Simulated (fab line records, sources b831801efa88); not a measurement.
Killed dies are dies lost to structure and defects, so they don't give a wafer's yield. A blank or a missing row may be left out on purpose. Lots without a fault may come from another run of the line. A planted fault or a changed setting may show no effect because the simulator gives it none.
A struck lot beside a sound one | flow sky130 | 15 steps out of a route of 708
Sound: wafers L708.1, L708.3, L708.5. Struck: wafers L717.1, L717.4. (L717.3 of the same lot was not struck and is left out.) The cause comes at the end.
At each step with rows: each side's tool, then ch and its chambers, then its first start. Under that, the readings that differ: sound wafers | struck wafers | difference of the means | sigmas: that difference in standard deviations of wafers without a fault.
alike: readings whose means differ by less than 2 such deviations, and words and numbers that are the same on both sides. not compared: withheld readings, readings that some wafer has no value for, bounds like >300 that may hide the same value, and numbers for which the record gives no deviation and whose values overlap.
The two part at a step that has a row with sigmas, a row that says differs or no value, or rows on one side only. Numbers that don't overlap but have no deviation are shown without sigmas and don't part them. A reading that every wafer of one side lacks parts them only if that side has two wafers or more.

SKY_VIA3_ETCH_14: etches BARC in N2/H2, stops on SiO2, time 45.9 s, target depth 60 nm.
  sound on rie_diel-03 ch 0,2,3, day 40 03:58; struck on rie_diel-01 ch 1,2, day 42 17:55
  alike: chamber_pressure_mTorr, drypump_motor_current_A, oes_product_au, throttle_valve_pct
  not compared: rf_hours_counter_h
SKY_VIA3_ETCH_15: etches SiO2 in C4F8/O2/Ar, stops on TiN, target depth 507 nm, time 78 s.
  sound on rie_diel-03 ch 0,2,3, day 40 04:01; struck on rie_diel-01 ch 1,2, day 42 17:57
  alike: chamber_pressure_mTorr, oes_product_au
SKY_VIA3_STRIP_16: strips in O2/N2.
  sound on plasma_asher-04 ch 0,1, day 40 04:04; struck on plasma_asher-01 ch 1, day 42 18:01
  reading                     | sound          | struck    | difference | sigmas
  drypump_motor_current_A (A) | 6.0 5.3 5.3    | 6.7 6.7   | +1.2       | +3
  o2_flow_sccm (sccm)         | 2994 2976 2976 | 2998 3000 | +17        | +2
  alike: chamber_pressure_mTorr, oes_product_au, strip_time_to_endpoint_s
  not compared: rf_hours_counter_h
then, 5 steps without rows for these wafers: SKY_VIA3_STRIP_17 (strips in post etch residue remover, time 1200 s); SKY_VIA3_CLEAN_18 (cleans in IPA, time 180 s); SKY_VIA3_CLEAN_19 (cleans in O3/DIW); SKY_VIA3_SPUTTER_20 (material TiN, target thk 20 nm, time 80 s); SKY_VIA3_CVD_21 (deposits W, target thk 390 nm, time 117.31 s).
SKY_VIA3_RS_MEAS_22: measures by four-point-probe.
  sound on film_metro-01, day 40 04:50; struck on film_metro-01, day 42 18:49
  alike: VIA3_W_RS
SKY_VIA3_THK_MEAS_23: measures by xrf.
  sound on film_metro-01, day 40 04:58; struck on film_metro-01, day 42 18:56
  alike: VIA3_W_THK
SKY_VIA3_CMP_24: polishes, stops on SiO2, t overpolish 20 s, target thk 0 nm.
  sound on cmp-01 ch 1,2, day 40 05:01; struck on cmp-02 ch 2,3, day 42 19:06
  alike: edge_zone_pressure_frac, motor_current_A, overpolish_run_s, time_to_endpoint_s
SKY_METAL4_SPUTTER_00: material Ti, target thk 15 nm, time 10 s.
  sound on pvd_sputter-02, day 40 05:19; struck on pvd_sputter-02, day 42 19:24
  alike: throttle_valve_pct
SKY_METAL4_SPUTTER_01: material TiN, target thk 20 nm, time 16.7 s.
  sound on pvd_sputter-02, day 40 05:21; struck on pvd_sputter-02, day 42 19:25
  reading                                    | sound         | struck      | difference | sigmas
  model.TiN_of_METAL4_SPUTTER_01.thk_nm (nm) | 20 20.1 20.26 | 27.26 26.92 | +6.97      |
  alike: throttle_valve_pct
then, 2 steps without rows for these wafers: SKY_METAL4_SPUTTER_02 (material AlCu, target thk 735 nm, time 39.1 s); SKY_PAD_OPEN_PROBE_99.

WHERE THEY PART
Only at SKY_VIA3_STRIP_16, within this record. Later steps at which nothing parts them and some readings are alike: SKY_VIA3_RS_MEAS_22, SKY_VIA3_THK_MEAS_23, SKY_VIA3_CMP_24, SKY_METAL4_SPUTTER_00, SKY_METAL4_SPUTTER_01.

WHY: what the simulator had put in
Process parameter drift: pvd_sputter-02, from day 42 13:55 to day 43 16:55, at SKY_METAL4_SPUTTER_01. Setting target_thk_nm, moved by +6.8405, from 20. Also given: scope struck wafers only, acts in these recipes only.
